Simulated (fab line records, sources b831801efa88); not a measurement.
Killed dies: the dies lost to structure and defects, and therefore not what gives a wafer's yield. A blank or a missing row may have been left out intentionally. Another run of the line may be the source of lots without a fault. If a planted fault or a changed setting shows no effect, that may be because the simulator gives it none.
Which of the tools did it? / flow sky130 / 17 wafers sampled from 6 lots at 1 step of a route of 708

## WHAT THE GAUGES SHOWED, per wafer
SKY_CAP2M_THK_MEAS_01.
lot=L379; measured=day 40 02:14; on=film-metro-02; CAP2M_CVD_00_THK (nm)=14.92 15.36 15.60
lot=L382; measured=day 40 17:49; on=film-metro-03; CAP2M_CVD_00_THK (nm)=15.62 15.58 15.51
lot=L384; measured=day 41 08:54; on=film-metro-03; CAP2M_CVD_00_THK (nm)=15.08 15.38
lot=L392; measured=day 43 14:46; on=film-metro-03; CAP2M_CVD_00_THK (nm)=15.37 15.11 15.16
lot=L396; measured=day 44 21:00; on=film-metro-04; CAP2M_CVD_00_THK (nm)=15.31 15.47 15.60
lot=L400; measured=day 45 15:22; on=film-metro-02; CAP2M_CVD_00_THK (nm)=15.43 15.66 15.97

## WHICH TOOL RAN EACH LOT (tool, then ch and the chambers of the sampled wafers, then the start)
There is no process step in the record ahead of these readings.

## THE ANSWER, worked out from the rows above alone
Rule: the usual values come from the lots themselves. The widest of any qualifying gaps counts: lots, ordered by their means at a reading, are off when they make up no more than a third of the lots, leave a main group of 4 or more, and stand apart from it by 3 or more times the standard deviation of that group's means. A main group is skipped when, at the precision printed for the reading in the tables above, its means are all equal. Also off: a lot with no number at a reading for which 4 or more lots have one. Any other lot the step has rows for is counted as sound.
Across all readings shown, no lot is off: no conclusion can be drawn from this.

## WHAT THE SIMULATOR PUT IN
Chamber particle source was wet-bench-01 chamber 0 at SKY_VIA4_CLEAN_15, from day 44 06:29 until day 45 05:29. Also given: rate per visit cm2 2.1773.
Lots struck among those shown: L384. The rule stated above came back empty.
